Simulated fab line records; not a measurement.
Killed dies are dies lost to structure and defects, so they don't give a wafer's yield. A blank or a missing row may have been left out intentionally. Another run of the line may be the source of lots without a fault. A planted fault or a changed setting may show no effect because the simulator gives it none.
2 desks, one fault :: flow gf180mcu :: what lay behind the numbers comes last; until then each desk has only its own

FROM THE METROLOGY DESK
Lot by lot, what the gauges showed, no matter which tool ran the lot: averages of those sampled wafers that carry a number. Any lot whose mean is over 4 standard deviations away from the usual mean is out of limits and marked OUT; that distance is given in the brackets.
Columns: A = V2_OVL at GF_V2_OVL_MEAS_15, usual 1 nm
lot: L248
first seen here: day 20 07:41
A: 3

lot: L249
first seen here: day 21 00:41
A: -3

lot: L251
first seen here: day 21 10:59
A: 3

lot: L250
first seen here: day 21 13:20
A: 5

lot: L258
first seen here: day 24 07:38
A: 4

lot: L260
first seen here: day 24 16:40
A: 5

lot: L263
first seen here: day 25 14:44
A: -3

lot: L264
first seen here: day 25 19:40
A: 6

lot: L265
first seen here: day 26 12:56
A: -6

lot: L266
first seen here: day 26 15:16
A: -1

lot: L267
first seen here: day 26 17:35
A: 2

lot: L268
first seen here: day 27 00:16
A: -4

lot: L270
first seen here: day 28 04:20
A: -1

lot: L271
first seen here: day 28 07:37
A: -5
Finding of this desk: none of the 14 lots has anything out of limits.

AT THE TOOL OWNER'S DESK: litho-track-03
At GF_VT_IMPLANT_SOFTBAKE_36 (time 60 s), the tool's own readings, given per lot that ran on this tool as the mean of the sampled wafers with a number. Any lot whose mean is over 4 standard deviations away from the usual mean is out of limits and marked OUT; that distance is given in the brackets.
Columns: A = heater-power-total-W at GF_VT_IMPLANT_SOFTBAKE_36, usual 56.60 W; B = plate-temp-C at GF_VT_IMPLANT_SOFTBAKE_36, usual 90.03 C
lot: L258
first seen here: day 10 00:59
A: 57.72 (+25) OUT
B: 91.46 (+12) OUT

lot: L263
first seen here: day 11 08:32
A: 57.66 (+24) OUT
B: 91.22 (+9.9) OUT

lot: L270
first seen here: day 13 14:25
A: 56.65
B: 90.01
This desk finds L258, L263 out of limits, L258 being first, at day 10 00:59 (heater-power-total-W at GF_VT_IMPLANT_SOFTBAKE_36). Within limits: L270.

PUT TOGETHER
On L258, L263, at day 10 00:59, an alarm was possible from the tool owner's desk.
Nothing out of limits was seen by the metrology desk.
The metrology desk has L258, L263 on record, within its limits.
On litho-track-03, each named lot ran GF_VT_IMPLANT_SOFTBAKE_36.

WHAT HAD BEEN PUT IN BY THE SIMULATOR
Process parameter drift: litho-track-03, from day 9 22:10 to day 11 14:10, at GF_VT_IMPLANT_SOFTBAKE_36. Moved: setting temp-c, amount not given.
Shown lots that were struck: L258, L263.
How many hours passed from the start of the fault until each desk's first out-of-limits reading: the tool owner's desk, 3.
